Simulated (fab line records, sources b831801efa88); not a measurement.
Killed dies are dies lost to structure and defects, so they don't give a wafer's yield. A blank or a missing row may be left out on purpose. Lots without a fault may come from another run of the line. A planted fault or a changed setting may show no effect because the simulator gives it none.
fab line records | flow sky130
record lots=6 wafers=18 last_day=50
route steps=708 shown RES_PROTECT@209 POLY_GATE@213
lots that met no fault: from a run of the same line without faults
start_h: hours from the record's first day to the start of the lot's first wafer shown | wait_h: hours since the lot's step before | " the same as in the row above | L1.1+2: a row that stands for several wafers | - no value, or no start given | * or withheld: withheld | < > ~ a bound
route shown NAME@n: a module of which the file shows steps, and the number in the route of the first | usual: mean/standard deviation of fault-free wafers | same: alike in all rows | chamber/n: place in a boat | sites: the reading at each site | _std_site: their standard deviation | _edge_site: outer sites' mean less inner sites' | radius_mm: how far each site lies from the wafer's centre | mask NAME#n: copy n | behind: the tool/chamber that last shaped the wafer | hold: why the lot was held/for how many hours/how that ended | device: the transistor (n, p or np) that didn't switch | end of line: the same wafers' tests at the end of the route | a step without rows: its recipe alone | killed: dies lost to structure and defects at the first sort, not the wafer's yield | map: a wafer's dies, x killed, . not, _ none there
set.NAME: the setting as run; set.NAME@STEP: as run at that earlier step | model.NAME: the simulator's own value behind a step, which no gauge read
lots at some steps of the route; a table a step, a row a wafer
services: from which hour (start_h, from the record's first day; less than 0 if before it) a tool's chamber was out of use, for how many hours, and why
## steps
# step SKY_RES_PROTECT_SOFTBAKE_03
# recipe temp_c=90 time_s=60 resist=NOVOLAK
# step SKY_RES_PROTECT_EXPOSE_04
# recipe mask_id=RPM na=0.6 source_shape=conventional sigma_outer=0.6 polarization=unpolarized target_cd_nm=1270 dose_mj=131
# step SKY_RES_PROTECT_PEB_05
# recipe temp_c=withheld time_s=* resist=NOVOLAK
# step SKY_RES_PROTECT_DEVELOP_06
# recipe resist=NOVOLAK developer=TMAH develop_time_s=60 dev_temp_c=23
# step SKY_POLY_GATE_IMPLANT_02
# recipe species=P energy_kev=30 dose_cm2=7.7e+15 tilt_deg=0
# step SKY_RES_PROTECT_STRIP_07
# recipe chemistry=O2/N2 power_w=1400 pressure_mtorr=1500 platen_temp_c=withheld o2_flow_sccm=3000 n2_flow_sccm=300 overash_fraction=0.5
# usual drypump_motor_current_A=5.5/0.56 n2_flow_sccm=300.0/0.83 oes_product_au=0.517/0.0043 strip_time_to_endpoint_s=23.30/0.041
# columns lot.wafer tool chamber start_h wait_h drypump_motor_current_A n2_flow_sccm oes_product_au rf_hours_counter_h strip_time_to_endpoint_s
L859.1 plasma_asher-03 1 366.96 0.1 5.3 299.5 0.515 22 23.31
L859.2 " 0 " " 6.2 299.6 0.516 22 23.33
L859.6 " 0 " " 6.2 299.8 0.513 - 23.32
L869.1 plasma_asher-03 1 439.23 0.1 5.3 299.2 0.521 30 23.25
L869.2 " 0 " " 6.2 300.8 0.523 30 23.29
L869.4 " 0 " " 6.2 299.8 0.512 - 23.26
L870.2 plasma_asher-01 1 446.67 0.1 5.2 300.0 0.520 76 23.30
L870.3 " 0 " " 4.9 299.5 0.522 - 23.33
L870.6 " 0 " " 4.8 299.0 0.519 - 23.37
L879.2 plasma_asher-03 0 521.58 0.1 6.2 301.1 0.519 37 23.31
L879.3 " 1 " " 5.3 300.3 0.515 - 23.27
L879.4 " 0 " " 6.2 299.2 0.516 - 23.28
L880.1 plasma_asher-01 0 523.82 0.1 4.9 299.5 0.522 84 23.28
L880.2 " 1 " " 5.2 301.3 0.524 84 23.26
L880.4 " 0 " " 4.8 300.3 0.512 - 23.27
L881.1 plasma_asher-01 1 536.16 0.1 5.2 299.8 0.514 85 23.27
L881.3 " 1 " " 5.2 300.0 0.517 - 23.29
L881.6 " 1 " " 5.2 299.9 0.525 - 23.30
# step SKY_RES_PROTECT_TW_MEAS_08
# usual POLY_GATE_TW=4042/45
# columns lot.wafer tool chamber start_h wait_h POLY_GATE_TW
L859.1 film_metro-02 - 367.06 0.1 4063
L859.2 " - " " 4036
L859.6 " - " " 4059
L869.1 film_metro-02 - 439.33 0.1 4025
L869.2 " - " " 4059
L869.4 " - " " 4048
L870.2 film_metro-03 - 446.78 0.1 4027
L870.3 " - " " 3980
L870.6 " - " " 4013
L879.2 film_metro-02 - 521.69 0.1 4086
L879.3 " - " " 4085
L879.4 " - " " 4086
L880.1 film_metro-02 - 523.92 0.1 4071
L880.2 " - " " 4039
L880.4 " - " " 4069
L881.1 film_metro-03 - 536.26 0.1 3999
L881.3 " - " " 3982
L881.6 " - " " 3975
# step SKY_RES_PROTECT_CLEAN_09
# recipe chemistry=SC1/SC2 mix=1:4:20 temp_c=70 time_s=150 dry=n2_spin
# step SKY_POLY_GATE_CVD_03
# recipe material=Si3N4 precursor=DCS/NH3 target_thk_nm=75 temp_c=770 time_s=1290 pressure_mtorr=250
# step SKY_POLY_GATE_THK_MEAS_04
# recipe reads=Si3N4_of_POLY_GATE_CVD_03
# usual POLY_GATE_CVD_03_THK=75.4/0.7
# columns lot.wafer tool chamber start_h wait_h POLY_GATE_CVD_03_THK[nm]
L859.1 film_metro-01 - 369.59 0.0 74.4
L859.2 " - " " 74.3
L859.6 " - " " 74.6
L869.1 film_metro-03 - 441.84 0.0 75.3
L869.2 " - " " 75.7
L869.4 " - " " 75.7
L870.2 film_metro-02 - 448.25 0.0 75.8
L870.3 " - " " 75.5
L870.6 " - " " 75.9
L879.2 film_metro-03 - 523.16 0.0 76.4
L879.3 " - " " 75.8
L879.4 " - " " 75.6
L880.1 film_metro-03 - 525.39 0.0 76.7
L880.2 " - " " 76.4
L880.4 " - " " 76.3
L881.1 film_metro-03 - 538.86 0.0 75.6
L881.3 " - " " 75.7
L881.6 " - " " 75.6
# step SKY_POLY_GATE_DEHYDRATE_05
# recipe temp_c=200 time_s=60
# step SKY_POLY_GATE_HMDS_06
# recipe prime_time_s=60 prime_temp_c=120
# step SKY_POLY_GATE_COAT_07
# recipe resist=BARC temp_c=withheld time_s=withheld spin_rpm=3000 resist_thk_nm=110
# usual resist_line_temp_C=* spin_speed_rpm=3000.1/1.9
# columns lot.wafer tool chamber start_h wait_h resist_line_temp_C spin_speed_rpm model.BARC_of_POLY_GATE_COAT_07.thk_nm
L859.1 litho_track-03 0 383.82 0.1 * 3002.0 109.7
L859.2 " 0 " " * 2999.4 110
L859.6 " 0 " " * 3001.7 110.1
L869.1 litho_track-01 0 457.15 0.1 * 3290.3 105.6
L869.2 " 0 " " * 3288.1 105.6
L869.4 " 0 " " * 3285.8 105.5
L870.2 litho_track-01 0 463.22 0.1 * 3285.7 105.9
L870.3 " 0 " " * 3286.4 106.1
L870.6 " 0 " " * 3288.5 105.7
L879.2 litho_track-03 0 537.94 0.1 * 3001.2 109.7
L879.3 " 0 " " * 2996.3 109.6
L879.4 " 0 " " * 3002.9 109.9
L880.1 litho_track-01 0 539.90 0.1 * 2999.2 109.8
L880.2 " 0 " " * 2999.6 110.2
L880.4 " 0 " " * 2998.5 109.8
L881.1 litho_track-03 0 553.22 0.1 * 3000.6 109.9
L881.3 " 0 " " * 2998.8 110.2
L881.6 " 0 " " * 3000.9 109.9
# step SKY_POLY_GATE_COAT_08
# recipe resist=KrF-thick spin_rpm=3000 resist_thk_nm=450
# step SKY_POLY_GATE_SOFTBAKE_09
# recipe temp_c=100 time_s=90 resist=KrF-thick
# step SKY_POLY_GATE_EXPOSE_10
# recipe mask_id=P1M na=0.68 source_shape=conventional sigma_outer=0.6 target_cd_nm=150 dose_mj=28
# step SKY_POLY_GATE_PEB_11
# recipe peb_temp_c=withheld peb_time_s=withheld resist=KrF-thick
# step SKY_POLY_GATE_DEVELOP_12
# recipe develop_time_s=60 resist=KrF-thick dev_temp_c=21
# step SKY_POLY_GATE_CD_MEAS_13
# recipe target_cd_nm=150
# usual cd_nm=149.8/1.4
# columns lot.wafer tool chamber start_h wait_h cd_nm
L859.1 cd_sem-02 - 398.50 - 150.4
L859.2 " - " " 148.3
L859.6 " - " " 150.2
L869.1 cd_sem-01 - 473.02 - 151.0
L869.2 " - " " 151.5
L869.4 " - " " 151.3
L870.2 cd_sem-01 - 478.93 - 149.3
L870.3 " - " " 150.2
L870.6 " - " " 150.8
L879.2 cd_sem-01 - 553.03 - 150.1
L879.3 " - " " 149.2
L879.4 " - " " 148.9
L880.1 cd_sem-01 - 555.16 - 150.2
L880.2 " - " " 148.8
L880.4 " - " " 149.9
L881.1 cd_sem-02 - 568.45 - 149.6
L881.3 " - " " 149.8
L881.6 " - " " 149.2
# step SKY_POLY_GATE_OVL_MEAS_14
# usual POLY_GATE_OVL=0/5.8
# columns lot.wafer tool chamber start_h wait_h POLY_GATE_OVL[nm]
L859.1 overlay-02 - 398.62 0.1 -2
L859.2 " - " " 1
L859.6 " - " " 4
L869.1 overlay-02 - 473.14 0.1 -5
L869.2 " - " " 4
L869.4 " - " " 0
L870.2 overlay-01 - 479.03 0.1 3
L870.3 " - " " -3
L870.6 " - " " 0
L879.2 overlay-02 - 553.13 0.1 1
L879.3 " - " " 2
L879.4 " - " " 6
L880.1 overlay-02 - 555.28 0.1 8
L880.2 " - " " 4
L880.4 " - " " 12
L881.1 overlay-01 - 568.57 0.1 1
L881.3 " - " " -8
L881.6 " - " " -10
# step SKY_POLY_GATE_ETCH_15
# recipe chemistry=N2/H2 target=BARC ion_energy_ev=200 source_w=500 bias_w=100 pressure_mtorr=30 n2_flow_sccm=100 h2_flow_sccm=200 stop_on=SiO2 time_s=118.5 target_depth_a=1100
# usual drypump_motor_current_A=5.7/0.33 n2_flow_sccm=99.9/0.31 oes_product_au=0.717/0.0049 throttle_valve_pct=13.213/0.0092
# columns lot.wafer tool chamber start_h wait_h drypump_motor_current_A n2_flow_sccm oes_product_au rf_hours_counter_h throttle_valve_pct model.etch.depth_nm
L859.1 rie_diel-04 2 398.65 0.0 5.3 100.1 0.716 66 13.206 109.7
L859.2 " 0 " " 5.9 100.1 0.711 87 13.205 110
L859.6 " 3 " " 5.5 99.7 0.713 - 13.202 110.1
L869.1 rie_diel-01 1 473.17 0.0 6.0 100.1 0.701 3 13.218 105.6
L869.2 " 0 " " 6.4 100.0 0.711 18 13.219 105.6
L869.4 " 3 " " 6.0 99.5 0.699 49 13.193 105.5
L870.2 rie_diel-04 2 479.06 0.0 5.2 99.6 0.700 67 13.205 105.9
L870.3 " 0 " " 5.9 100.2 0.710 88 13.208 106.1
L870.6 " 2 " " 5.3 99.9 0.710 - 13.222 105.7
L879.2 rie_diel-04 0 553.16 0.0 5.9 99.6 0.714 0 13.225 109.7
L879.3 " 1 " " 5.4 100.1 0.713 40 13.222 109.6
L879.4 " 3 " " 5.5 100.7 0.721 8 13.214 109.9
L880.1 rie_diel-03 3 555.31 0.0 5.8 100.1 0.726 12 13.219 109.8
L880.2 " 0 " " 5.2 99.9 0.710 13 13.212 110.2
L880.4 " 2 " " 5.8 99.8 0.709 59 13.222 109.8
L881.1 rie_diel-01 3 568.60 0.0 6.0 99.9 0.711 50 13.223 109.9
L881.3 " 2 " " 5.3 99.8 0.714 9 13.224 110.2
L881.6 " 3 " " 6.0 100.1 0.713 - 13.220 109.9
# step SKY_POLY_GATE_ETCH_16
# recipe stop_on=poly-Si chemistry=CH3F/O2 target=Si3N4 source_w=400 bias_w=80 pressure_mtorr=25 ch3f_flow_sccm=40 O2_flow_sccm=30 time_s=147.5 target_depth_a=750
# usual drypump_motor_current_A=5.7/0.33 oes_product_au=0.642/0.0053 throttle_valve_pct=10.537/0.0094
# columns lot.wafer tool chamber start_h wait_h drypump_motor_current_A oes_product_au rf_hours_counter_h throttle_valve_pct
L859.1 rie_diel-04 2 398.74 0.0 5.2 0.633 66 10.547
L859.2 " 0 " " 5.9 0.632 87 10.542
L859.6 " 3 " " 5.5 0.639 - 10.538
L869.1 rie_diel-01 1 473.26 0.0 5.9 0.634 3 10.545
L869.2 " 0 " " 6.4 0.647 18 10.539
L869.4 " 3 " " 6.0 0.642 49 10.540
L870.2 rie_diel-04 2 479.15 0.0 5.2 0.645 67 10.530
L870.3 " 0 " " 6.0 0.636 88 10.550
L870.6 " 2 " " 5.3 0.645 - 10.535
L879.2 rie_diel-04 0 553.25 0.0 6.0 0.639 0 10.529
L879.3 " 1 " " 5.4 0.644 41 10.529
L879.4 " 3 " " 5.5 0.640 8 10.533
L880.1 rie_diel-03 3 555.40 0.0 5.8 0.644 12 10.532
L880.2 " 0 " " 5.2 0.648 13 10.541
L880.4 " 2 " " 5.8 0.647 59 10.544
L881.1 rie_diel-01 3 568.69 0.0 6.0 0.637 50 10.547
L881.3 " 2 " " 5.3 0.650 10 10.543
L881.6 " 3 " " 6.0 0.640 - 10.557
## services
# columns tool chamber start_h hours kind
rie_diel-03 0 356.36 2.2 repair
plasma_asher-03 - 369.51 2.8 pm
rie_diel-01 0 373.96 5.9 repair
plasma_asher-03 - 387.93 0.8 repair
rie_diel-03 1 398.37 2.5 repair
rie_diel-01 1 413.94 10.9 repair
rie_diel-03 2 421.60 4.3 repair
plasma_asher-01 - 425.82 0.6 repair
rie_diel-04 2 426.43 13.6 repair
rie_diel-04 3 439.87 8.9 repair
rie_diel-04 - 440.73 0.3 repair
plasma_asher-03 - 454.38 14.6 pm
rie_diel-01 - 454.73 0.8 repair
rie_diel-01 0 458.44 5.2 repair
rie_diel-04 - 461.64 14.6 pm
rie_diel-03 - 465.10 0.2 repair
rie_diel-04 - 476.24 2.8 pm
rie_diel-01 3 476.70 5.9 repair
plasma_asher-01 - 504.77 2.8 pm
rie_diel-04 - 512.34 1.1 repair
rie_diel-03 - 520.67 15.6 pm
rie_diel-01 3 526.44 5.8 repair
rie_diel-01 0 541.82 3.8 repair
rie_diel-01 0 547.14 22.0 repair
## key
first_sign step=SKY_POLY_GATE_COAT_07 reading=spin_speed_rpm direction=up sigmas=99+ usual=3000.1 struck=3287.5
effect none on later readings
model_effect step=SKY_POLY_GATE_COAT_07 value=BARC_of_POLY_GATE_COAT_07.thk_nm without=110.7 struck=105.7
model_effect step=SKY_POLY_GATE_ETCH_15 value=etch.depth_nm without=110.7 struck=105.7
met_at SKY_POLY_GATE_COAT_07
struck_wafers L869.1,L869.2,L869.4,L870.2,L870.3,L870.6
tester_left_out L869,L870
fault kind=process_parameter_drift tool=litho_track-01 chamber=- onset_h=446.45 steps=SKY_POLY_GATE_COAT_07 channel=spin_rpm offset=288.74 shape=step end_h=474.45 acts_in=these_recipes_only stated=3000
# tester_left_out: of these lots the tester's yield and bins aren't shown, on N5 and GAA mostly nor the transistor test; their killed dies are dies lost to structure and defects alone, not to doping, threshold or leakage, so they don't give the yield
